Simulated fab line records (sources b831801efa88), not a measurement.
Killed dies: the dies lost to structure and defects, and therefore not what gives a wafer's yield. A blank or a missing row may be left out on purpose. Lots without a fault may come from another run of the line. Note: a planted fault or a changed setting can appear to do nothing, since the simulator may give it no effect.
fab line records	flow sky130	part 1 of 2: steps 1 to 27 of 39
record lots=5	wafers=15	last-day=47
route steps=708 shown VIA4@654 METAL5@661 PASSIVATION@681
lots that met no fault: taken from a fault-free run of the same line
start-h: start of the lot's first displayed wafer, in hours after the record's first day	wait-h: hours since the lot's step before	" the same as in the row above	L1.1+2: one row covering several wafers at once	- no value, or no start given	* or withheld: withheld	< > ~ a bound
route shown NAME@n: names a module that has steps shown in the file, with the first one's number in the route	usual: the fault-free wafers' mean and standard deviation	same: alike in all rows	chamber/n: place in a boat	sites: per-site readings	_std_site: the standard deviation of these	_edge_site: the outer-site mean with the inner-site mean subtracted	radius-mm: for every site, how far away it sits from the centre of the wafer	mask NAME#n: copy n	behind: the most recent tool/chamber to have shaped the wafer	hold: the reason the lot was held/the length of the hold in hours/how it ended	device: which transistor (n, p or np) failed to switch	end of line: the tests these same wafers got at the end of their route	a step without rows: its recipe alone	killed: at the first sort, the dies lost to defects and structure; wafer yield is something else	map: the dies of a wafer, with x for killed, . for not killed, _ for no die there
set.NAME: setting as actually run; set.NAME@STEP: the setting as run at that earlier step	model.NAME: the simulator's own value behind a step, which no gauge read
certain route steps with their lots: each step a table, each wafer a row
services: the hour from which a tool's chamber was out of use, counted from the record's first day as start-h (under 0 if before that day), plus the number of hours and why
## steps
# step SKY_VIA4_CLEAN_15
# recipe chemistry=IPA	time-s=180	temp-c=25
# usual temp-c=25.01/0.098
lot.wafer	tool	chamber	start-h	wait-h	temp-c
L075.3	wet-bench-01	2	1019.89	0.0	25.06
L075.5	"	2	"	"	25.10
L075.6	"	2	"	"	25.00
L078.1	wet-bench-02	1	1021.23	0.0	25.06
L078.3	"	1	"	"	25.17
L078.4	"	1	"	"	24.95
L080.1	wet-bench-01	2	1044.19	0.0	24.91
L080.2	"	2	"	"	25.01
L080.5	"	2	"	"	24.79
L082.2	wet-bench-04	0	1050.67	0.0	24.67
L082.4	"	0	"	"	24.99
L082.6	"	0	"	"	25.03
L085.1	wet-bench-02	0	1065.84	0.0	25.03
L085.4	"	0	"	"	25.02
L085.6	"	0	"	"	25.00
# step SKY_VIA4_CLEAN_16
# recipe chemistry=O3/DIW	dry=n2-spin
lot.wafer	tool	chamber	start-h	wait-h
L075.3+5+6	wet-bench-04	3	1019.95	0.0
L078.1+3+4	wet-bench-01	2	1021.28	0.0
L080.1+2+5	wet-bench-02	1	1044.25	0.0
L082.2+4+6	wet-bench-01	2	1050.73	0.0
L085.1+4+6	wet-bench-01	2	1065.90	0.0
# step SKY_VIA4_SPUTTER_17
# recipe material=TiN	target-thk-nm=20	chamber-pressure-pa=5	power-w=4000	time-s=80
# usual throttle-valve-pct=30.0/1.1
lot.wafer	tool	chamber	start-h	wait-h	throttle-valve-pct
L075.3	pvd-sputter-02	-	1020.04	0.0	28.7
L075.5	"	-	"	"	29.0
L075.6	"	-	"	"	28.9
L078.1	pvd-sputter-04	-	1021.38	0.0	31.1
L078.3	"	-	"	"	30.8
L078.4	"	-	"	"	31.0
L080.1	pvd-sputter-02	-	1044.34	0.0	28.8
L080.2	"	-	"	"	31.7
L080.5	"	-	"	"	29.1
L082.2	pvd-sputter-01	-	1050.83	0.0	28.8
L082.4	"	-	"	"	31.1
L082.6	"	-	"	"	29.2
L085.1	pvd-sputter-01	-	1065.99	0.0	31.0
L085.4	"	-	"	"	29.0
L085.6	"	-	"	"	28.9
# step SKY_VIA4_CVD_18
# recipe material=W	target-thk-nm=505	time-s=152.14	temp-c=400	pressure-torr=40
# usual heater-power-w=822/120
lot.wafer	tool	chamber	start-h	wait-h	heater-power-w
L075.3	cvd-w-02	1	1020.16	0.1	928
L075.5	"	0	"	"	897
L075.6	"	1	"	"	923
L078.1	cvd-w-01	1	1021.44	0.0	670
L078.3	"	1	"	"	662
L078.4	"	0	"	"	774
L080.1	cvd-w-01	0	1044.40	0.0	774
L080.2	"	1	"	"	674
L080.5	"	1	"	"	661
L082.2	cvd-w-01	1	1050.89	0.0	657
L082.4	"	1	"	"	671
L082.6	"	1	"	"	660
L085.1	cvd-w-01	0	1066.05	0.0	773
L085.4	"	1	"	"	679
L085.6	"	0	"	"	774
# step SKY_VIA4_RS_MEAS_19
# recipe thk-meas-gauge=four-point-probe	reads=W_of_VIA4_CVD_18+TiN_of_VIA4_SPUTTER_17
# usual VIA4_W_RS=0.2269/0.002
lot.wafer	tool	chamber	start-h	wait-h	VIA4_W_RS[ohm/sq]
L075.3	film-metro-01	-	1020.30	0.1	0.2282
L075.5	"	-	"	"	0.2291
L075.6	"	-	"	"	0.2269
L078.1	film-metro-02	-	1021.59	0.1	0.2254
L078.3	"	-	"	"	0.2267
L078.4	"	-	"	"	0.2265
L080.1	film-metro-02	-	1044.55	0.1	0.2264
L080.2	"	-	"	"	0.2301
L080.5	"	-	"	"	0.2312
L082.2	film-metro-01	-	1051.06	0.1	0.2284
L082.4	"	-	"	"	0.2301
L082.6	"	-	"	"	0.2255
L085.1	film-metro-04	-	1066.20	0.1	0.2281
L085.4	"	-	"	"	0.2247
L085.6	"	-	"	"	0.2277
# step SKY_VIA4_THK_MEAS_20
# recipe thk-meas-gauge=xrf	reads=W_of_VIA4_CVD_18
# usual VIA4_W_THK=520/7.2
lot.wafer	tool	chamber	start-h	wait-h	VIA4_W_THK[nm]
L075.3	film-metro-01	-	1020.40	0.1	521
L075.5	"	-	"	"	520
L075.6	"	-	"	"	524
L078.1	film-metro-02	-	1021.71	0.1	520
L078.3	"	-	"	"	516
L078.4	"	-	"	"	516
L080.1	film-metro-02	-	1044.67	0.1	517
L080.2	"	-	"	"	507
L080.5	"	-	"	"	507
L082.2	film-metro-01	-	1051.17	0.1	519
L082.4	"	-	"	"	515
L082.6	"	-	"	"	529
L085.1	film-metro-04	-	1066.32	0.1	516
L085.4	"	-	"	"	526
L085.6	"	-	"	"	519
# step SKY_VIA4_CMP_21
# recipe stop-on=SiO2	t-overpolish-s=25	down-force-psi=3.5	platen-rpm=60	target-thk-nm=0	pad-velocity-m-s=0.94248
# usual motor-current-A=11.1/0.79	overpolish-run-s=25.000/0.01	time-to-endpoint-s=124/4
lot.wafer	tool	chamber	start-h	wait-h	motor-current-A	overpolish-run-s	time-to-endpoint-s
L075.3	cmp-01	3	1020.59	0.2	11.4	24.987	119
L075.6	"	0	"	"	10.4	25.001	117
L075.5	"	1	"	"	11.7	24.992	117
L078.4	cmp-01	2	1021.82	0.1	10.6	24.987	121
L078.3	"	3	"	"	11.8	25.005	117
L078.1	"	0	"	"	10.4	25.000	118
L080.2	cmp-01	0	1044.73	0.0	10.9	25.002	120
L080.1	"	3	"	"	11.0	25.012	125
L080.5	"	1	"	"	12.2	25.013	127
L082.4	cmp-02	3	1051.27	0.1	11.1	25.000	120
L082.2	"	1	"	"	10.3	25.006	125
L082.6	"	3	"	"	11.0	24.988	124
L085.1	cmp-02	1	1066.48	0.1	10.7	24.986	127
L085.4	"	2	"	"	12.5	24.982	126
L085.6	"	3	"	"	11.2	24.980	122
# step SKY_METAL5_SPUTTER_00
# recipe material=Ti	target-thk-nm=15	power-w=3000	time-s=10	chamber-pressure-pa=0.4
# usual throttle-valve-pct=29.8/1.2
lot.wafer	tool	chamber	start-h	wait-h	throttle-valve-pct
L075.3	pvd-sputter-03	-	1020.74	0.1	29.2
L075.5	"	-	"	"	30.6
L075.6	"	-	"	"	31.1
L078.1	pvd-sputter-02	-	1022.07	0.1	29.2
L078.3	"	-	"	"	28.6
L078.4	"	-	"	"	29.1
L080.1	pvd-sputter-03	-	1045.03	0.1	28.6
L080.2	"	-	"	"	31.0
L080.5	"	-	"	"	29.4
L082.2	pvd-sputter-03	-	1051.52	0.1	28.4
L082.4	"	-	"	"	29.1
L082.6	"	-	"	"	29.4
L085.1	pvd-sputter-02	-	1066.68	0.1	31.7
L085.4	"	-	"	"	29.2
L085.6	"	-	"	"	28.9
# step SKY_METAL5_SPUTTER_01
# recipe material=TiN	target-thk-nm=20	power-w=6500	time-s=16.7	chamber-pressure-pa=0.4
# usual throttle-valve-pct=29.9/1.1
lot.wafer	tool	chamber	start-h	wait-h	throttle-valve-pct
L075.3	pvd-sputter-03	-	1020.76	0.0	29.2
L075.5	"	-	"	"	31.1
L075.6	"	-	"	"	31.4
L078.1	pvd-sputter-02	-	1022.09	0.0	29.1
L078.3	"	-	"	"	28.7
L078.4	"	-	"	"	29.5
L080.1	pvd-sputter-03	-	1045.05	0.0	28.7
L080.2	"	-	"	"	31.4
L080.5	"	-	"	"	29.5
L082.2	pvd-sputter-03	-	1051.54	0.0	28.6
L082.4	"	-	"	"	29.4
L082.6	"	-	"	"	29.3
L085.1	pvd-sputter-02	-	1066.70	0.0	31.6
L085.4	"	-	"	"	29.1
L085.6	"	-	"	"	28.7
# step SKY_METAL5_SPUTTER_02
# recipe material=AlCu	target-thk-nm=1150	power-w=10600	time-s=61.2	chamber-pressure-pa=0.4
# usual throttle-valve-pct=29.8/1.1
lot.wafer	tool	chamber	start-h	wait-h	throttle-valve-pct
L075.3	pvd-sputter-03	-	1020.79	0.0	29.2
L075.5	"	-	"	"	30.8
L075.6	"	-	"	"	31.0
L078.1	pvd-sputter-02	-	1022.12	0.0	28.9
L078.3	"	-	"	"	28.9
L078.4	"	-	"	"	29.2
L080.1	pvd-sputter-03	-	1045.08	0.0	28.9
L080.2	"	-	"	"	31.3
L080.5	"	-	"	"	29.2
L082.2	pvd-sputter-03	-	1051.57	0.0	28.4
L082.4	"	-	"	"	29.3
L082.6	"	-	"	"	29.3
L085.1	pvd-sputter-02	-	1066.73	0.0	31.7
L085.4	"	-	"	"	29.1
L085.6	"	-	"	"	28.9
# step SKY_METAL5_SPUTTER_03
# recipe material=Ti	target-thk-nm=5	power-w=3000	time-s=3.3	chamber-pressure-pa=0.4
# usual throttle-valve-pct=29.9/1.2
lot.wafer	tool	chamber	start-h	wait-h	throttle-valve-pct
L075.3	pvd-sputter-03	-	1020.84	0.0	29.2
L075.5	"	-	"	"	30.9
L075.6	"	-	"	"	31.1
L078.1	pvd-sputter-02	-	1022.17	0.0	29.2
L078.3	"	-	"	"	28.9
L078.4	"	-	"	"	29.2
L080.1	pvd-sputter-03	-	1045.13	0.0	28.5
L080.2	"	-	"	"	31.1
L080.5	"	-	"	"	29.4
L082.2	pvd-sputter-03	-	1051.62	0.0	28.8
L082.4	"	-	"	"	29.5
L082.6	"	-	"	"	29.5
L085.1	pvd-sputter-02	-	1066.78	0.0	31.6
L085.4	"	-	"	"	29.3
L085.6	"	-	"	"	28.5
# step SKY_METAL5_SPUTTER_04
# recipe material=TiN	target-thk-nm=70	power-w=6500	time-s=58.3	chamber-pressure-pa=0.4
# usual throttle-valve-pct=29.9/1.1
lot.wafer	tool	chamber	start-h	wait-h	throttle-valve-pct
L075.3	pvd-sputter-03	-	1020.86	0.0	29.4
L075.5	"	-	"	"	30.8
L075.6	"	-	"	"	31.1
L078.1	pvd-sputter-02	-	1022.19	0.0	29.3
L078.3	"	-	"	"	28.9
L078.4	"	-	"	"	28.8
L080.1	pvd-sputter-03	-	1045.15	0.0	28.5
L080.2	"	-	"	"	31.2
L080.5	"	-	"	"	29.3
L082.2	pvd-sputter-03	-	1051.64	0.0	28.7
L082.4	"	-	"	"	29.3
L082.6	"	-	"	"	29.5
L085.1	pvd-sputter-02	-	1066.80	0.0	31.7
L085.4	"	-	"	"	29.1
L085.6	"	-	"	"	29.1
# step SKY_METAL5_RS_MEAS_05
# recipe thk-meas-gauge=four-point-probe	reads=TiN_of_METAL5_SPUTTER_04+Ti_of_METAL5_SPUTTER_03+AlCu_of_METAL5_SPUTTER_02+TiN_of_METAL5_SPUTTER_01+Ti_of_METAL5_SPUTTER_00
# usual METAL5_ALCU_RS=0.02703/0.00028
lot.wafer	tool	chamber	start-h	wait-h	METAL5_ALCU_RS[ohm/sq]
L075.3	film-metro-04	-	1020.95	0.1	0.02691
L075.5	"	-	"	"	0.02701
L075.6	"	-	"	"	0.02737
L078.1	film-metro-03	-	1022.24	0.0	0.02654
L078.3	"	-	"	"	0.02636
L078.4	"	-	"	"	0.02663
L080.1	film-metro-04	-	1045.20	0.0	0.02716
L080.2	"	-	"	"	0.02705
L080.5	"	-	"	"	0.02693
L082.2	film-metro-03	-	1051.71	0.0	0.02735
L082.4	"	-	"	"	0.02704
L082.6	"	-	"	"	0.02737
L085.1	film-metro-02	-	1066.85	0.0	0.02695
L085.4	"	-	"	"	0.02694
L085.6	"	-	"	"	0.02679
# step SKY_METAL5_THK_MEAS_06
# recipe thk-meas-gauge=xrf	reads=AlCu_of_METAL5_SPUTTER_02
# usual METAL5_ALCU_THK=1147/16
lot.wafer	tool	chamber	start-h	wait-h	METAL5_ALCU_THK[nm]
L075.3	film-metro-04	-	1021.05	0.1	1157
L075.5	"	-	"	"	1146
L075.6	"	-	"	"	1135
L078.1	film-metro-03	-	1022.36	0.1	1156
L078.3	"	-	"	"	1155
L078.4	"	-	"	"	1151
L080.1	film-metro-04	-	1045.32	0.1	1134
L080.2	"	-	"	"	1139
L080.5	"	-	"	"	1147
L082.2	film-metro-03	-	1051.82	0.1	1128
L082.4	"	-	"	"	1131
L082.6	"	-	"	"	1125
L085.1	film-metro-02	-	1066.97	0.1	1161
L085.4	"	-	"	"	1147
L085.6	"	-	"	"	1153
# step SKY_METAL5_DEHYDRATE_07
# recipe temp-c=200	time-s=60
lot.wafer	tool	chamber	start-h	wait-h
L075.3+5+6	litho-track-01	0	1031.74	10.7
L078.1+3+4	litho-track-03	0	1032.33	10.0
L080.1+2+5	litho-track-04	0	1055.13	9.8
L082.2+4+6	litho-track-04	0	1061.81	10.0
L085.1+4+6	litho-track-03	0	1077.63	10.6
# step SKY_METAL5_HMDS_08
# recipe prime-time-s=60	prime-temp-c=120
lot.wafer	tool	chamber	start-h	wait-h
L075.3+5+6	litho-track-01	0	1031.89	0.1
L078.1+3+4	litho-track-03	0	1032.48	0.1
L080.1+2+5	litho-track-04	0	1055.28	0.1
L082.2+4+6	litho-track-04	0	1061.96	0.1
L085.1+4+6	litho-track-03	0	1077.78	0.1
# step SKY_METAL5_COAT_09
# recipe resist=NOVOLAK	spin-rpm=3000	resist-thk-nm=1800
lot.wafer	tool	chamber	start-h	wait-h
L075.3+5+6	litho-track-01	0	1032.04	0.1
L078.1+3+4	litho-track-03	0	1032.63	0.1
L080.1+2+5	litho-track-04	0	1055.43	0.1
L082.2+4+6	litho-track-04	0	1062.11	0.1
L085.1+4+6	litho-track-03	0	1077.93	0.1
# step SKY_METAL5_SOFTBAKE_10
# recipe temp-c=90	time-s=60	resist=NOVOLAK
lot.wafer	tool	chamber	start-h	wait-h
L075.3+5+6	litho-track-01	0	1032.19	0.1
L078.1+3+4	litho-track-03	0	1032.78	0.1
L080.1+2+5	litho-track-04	0	1055.58	0.1
L082.2+4+6	litho-track-04	0	1062.26	0.1
L085.1+4+6	litho-track-03	0	1078.08	0.1
# step SKY_METAL5_EXPOSE_11
# recipe mask-id=MM5	na=0.6	source-shape=conventional	sigma-outer=0.6	polarization=unpolarized	target-cd-nm=1600	dose-mj=190
# same na=0.6
lot.wafer	tool	chamber	start-h	wait-h	mask
L075.3+5+6	iline-stepper-01	0	-	-	MM5#0
L078.1+3+4	iline-stepper-01	0	-	-	MM5#0
L080.1+2+5	iline-stepper-01	0	-	-	MM5#0
L082.2+4+6	iline-stepper-02	0	-	-	MM5#0
L085.1+4+6	iline-stepper-01	0	-	-	MM5#0
# step SKY_METAL5_PEB_12
# recipe temp-c=withheld	time-s=*	resist=NOVOLAK
lot.wafer	tool	chamber	start-h	wait-h
L075.3+5+6	litho-track-01	0	-	-
L078.1+3+4	litho-track-01	0	-	-
L080.1+2+5	litho-track-04	0	-	-
L082.2+4+6	litho-track-01	0	-	-
L085.1+4+6	litho-track-01	0	-	-
# step SKY_METAL5_DEVELOP_13
# recipe resist=NOVOLAK	developer=TMAH	develop-time-s=60	dev-temp-c=23
lot.wafer	tool	chamber	start-h	wait-h
L075.3+5+6	litho-track-01	0	1043.24	0.1
L078.1+3+4	litho-track-01	0	1043.79	0.1
L080.1+2+5	litho-track-04	0	1065.73	0.1
L082.2+4+6	litho-track-01	0	1073.41	0.1
L085.1+4+6	litho-track-01	0	1087.84	0.1
# step SKY_METAL5_DESCUM_14
# recipe chemistry=O2	source-power-w=150	bias-power-w=0	pressure-mtorr=10	temp-c=40	time-s=11
# usual chamber-pressure-mTorr=9.999/0.0097	drypump-motor-current-A=5.60/0.24	oes-product-au=1.001/0.0067	temp-c=39.99/0.12
lot.wafer	tool	chamber	start-h	wait-h	chamber-pressure-mTorr	drypump-motor-current-A	oes-product-au	rf-hours-counter-h	temp-c
L075.3	rie-metal-02	1	1043.35	0.1	9.987	5.63	0.993	-	39.85
L075.5	"	0	"	"	10.001	5.77	1.000	-	40.01
L075.6	"	1	"	"	9.991	5.65	0.999	-	39.95
L078.1	rie-metal-01	0	1043.94	0.1	9.994	5.21	0.999	19	39.83
L078.3	"	1	"	"	9.995	5.79	0.997	-	39.66
L078.4	"	0	"	"	9.992	5.20	0.992	-	39.81
L080.1	rie-metal-01	0	1065.88	0.1	10.000	5.19	1.007	20	40.10
L080.2	"	1	"	"	9.997	5.78	0.993	17	39.83
L080.5	"	0	"	"	9.997	5.21	1.018	-	40.06
L082.2	rie-metal-01	1	1073.54	0.1	10.011	5.81	0.994	17	39.79
L082.4	"	1	"	"	9.987	5.80	1.002	-	39.90
L082.6	"	1	"	"	10.007	5.82	1.003	-	40.08
L085.1	rie-metal-01	0	1087.99	0.1	10.005	5.19	0.991	22	39.89
L085.4	"	0	"	"	9.992	5.20	1.002	-	40.07
L085.6	"	1	"	"	9.998	5.77	1.001	-	40.05
# step SKY_METAL5_METAL_ETCH_15
# recipe target-depth-a=12600	stop-on=SiO2	over-etch-frac=0.2	time-s=252	chemistry=Cl2/BCl3	resist-sidewall-deg=86	pressure-mtorr=10	icp-w=900	bias-w=48.5	Cl2_flow_sccm=60	bcl3-flow-sccm=30
# usual chamber-pressure-mTorr=10.000/0.0088	drypump-motor-current-A=5.60/0.24	oes-product-au=0.894/0.0054	throttle-valve-pct=22.264/0.01
lot.wafer	tool	chamber	start-h	wait-h	chamber-pressure-mTorr	drypump-motor-current-A	oes-product-au	rf-hours-counter-h	throttle-valve-pct
L075.3	rie-metal-02	1	1043.45	0.1	10.012	5.63	0.898	-	22.276
L075.5	"	0	"	"	10.003	5.77	0.891	-	22.240
L075.6	"	1	"	"	10.003	5.63	0.904	-	22.271
L078.1	rie-metal-01	0	1043.97	0.0	10.004	5.18	0.897	19	22.263
L078.3	"	1	"	"	9.989	5.78	0.885	-	22.256
L078.4	"	0	"	"	10.020	5.21	0.896	-	22.279
L080.1	rie-metal-01	0	1065.92	0.0	9.986	5.17	0.892	20	22.257
L080.2	"	1	"	"	9.996	5.79	0.903	17	22.268
L080.5	"	0	"	"	10.001	5.20	0.894	-	22.279
L082.2	rie-metal-01	1	1073.57	0.0	9.995	5.78	0.899	17	22.261
L082.4	"	1	"	"	9.996	5.80	0.889	-	22.286
L082.6	"	1	"	"	10.009	5.79	0.896	-	22.248
L085.1	rie-metal-01	0	1088.02	0.0	9.995	5.19	0.897	22	22.264
L085.4	"	0	"	"	9.994	5.20	0.896	-	22.259
L085.6	"	1	"	"	9.990	5.81	0.896	-	22.281
# step SKY_METAL5_STRIP_16
# recipe chemistry=O2/N2	power-w=1400	pressure-mtorr=1500	platen-temp-c=withheld	o2-flow-sccm=3000	n2-flow-sccm=300	overash-fraction=0.5
# usual chamber-pressure-mTorr=1499.9/1.4	drypump-motor-current-A=5.72/0.27	o2-flow-sccm=3000/9.2	oes-product-au=0.710/0.0045	strip-time-to-endpoint-s=13.01/0.086
# same overash-fraction=0.5
lot.wafer	tool	chamber	start-h	wait-h	chamber-pressure-mTorr	drypump-motor-current-A	o2-flow-sccm	oes-product-au	rf-hours-counter-h	strip-time-to-endpoint-s
L075.3	plasma-asher-01	0	1043.64	0.1	1501.7	5.69	3023	0.711	-	13.04
L075.5	"	1	"	"	1499.1	5.92	2991	0.711	-	13.17
L075.6	"	0	"	"	1501.4	5.70	3014	0.714	-	13.08
L078.1	plasma-asher-01	1	1044.21	0.2	1502.5	5.90	2995	0.717	31	13.00
L078.3	"	0	"	"	1500.8	5.72	2991	0.706	-	13.06
L078.4	"	1	"	"	1503.1	5.91	3002	0.704	-	13.01
L080.1	plasma-asher-04	1	1066.15	0.2	1497.9	5.66	3004	0.712	63	13.05
L080.2	"	0	"	"	1499.4	5.71	3005	0.707	63	12.98
L080.5	"	1	"	"	1496.3	5.69	3019	0.710	-	12.98
L082.2	plasma-asher-02	0	1073.81	0.2	1499.8	5.27	3008	0.712	92	13.10
L082.4	"	0	"	"	1498.1	5.27	3015	0.705	-	13.03
L082.6	"	1	"	"	1501.7	6.05	3007	0.711	-	13.00
L085.1	plasma-asher-01	1	1088.26	0.2	1498.7	5.91	2996	0.710	36	13.05
L085.4	"	1	"	"	1502.1	5.91	2992	0.714	-	13.18
L085.6	"	0	"	"	1498.6	5.71	3004	0.706	-	13.11
# step SKY_METAL5_STRIP_17
# recipe chemistry=post-etch-residue-remover	time-s=1200	temp-c=72.5
# usual temp-c=72.51/0.14
lot.wafer	tool	chamber	start-h	wait-h	temp-c
L075.3	wet-bench-04	1	1043.71	0.0	72.71
L075.5	"	1	"	"	72.69
L075.6	"	1	"	"	72.56
L078.1	wet-bench-04	1	1044.31	0.1	72.50
L078.3	"	1	"	"	72.65
L078.4	"	1	"	"	72.39
L080.1	wet-bench-03	0	1066.25	0.1	72.27
L080.2	"	0	"	"	72.42
L080.5	"	0	"	"	72.34
L082.2	wet-bench-04	0	1073.91	0.1	72.66
L082.4	"	0	"	"	72.49
L082.6	"	0	"	"	72.50
L085.1	wet-bench-04	2	1088.36	0.1	72.37
L085.4	"	2	"	"	72.18
L085.6	"	2	"	"	72.16
# step SKY_METAL5_CLEAN_18
# recipe chemistry=IPA	time-s=180	temp-c=25
# usual temp-c=24.98/0.11
lot.wafer	tool	chamber	start-h	wait-h	temp-c
L075.3	wet-bench-04	1	1044.08	0.0	25.18
L075.5	"	1	"	"	25.14
L075.6	"	1	"	"	25.09
L078.1	wet-bench-02	0	1044.68	0.0	24.94
L078.3	"	0	"	"	24.89
L078.4	"	0	"	"	25.02
L080.1	wet-bench-04	0	1066.59	0.0	24.87
L080.2	"	0	"	"	24.92
L080.5	"	0	"	"	25.10
L082.2	wet-bench-02	1	1074.25	0.0	24.97
L082.4	"	1	"	"	25.04
L082.6	"	1	"	"	25.21
L085.1	wet-bench-02	2	1088.80	0.0	24.95
L085.4	"	2	"	"	24.90
L085.6	"	2	"	"	25.02
# step SKY_METAL5_CLEAN_19
# recipe chemistry=O3/DIW	dry=n2-spin
lot.wafer	tool	chamber	start-h	wait-h
L075.3+5+6	wet-bench-04	3	1044.14	0.0
L078.1+3+4	wet-bench-03	2	1044.74	0.0
L080.1+2+5	wet-bench-02	3	1066.65	0.0
L082.2+4+6	wet-bench-03	1	1074.31	0.0
L085.1+4+6	wet-bench-03	0	1088.86	0.0
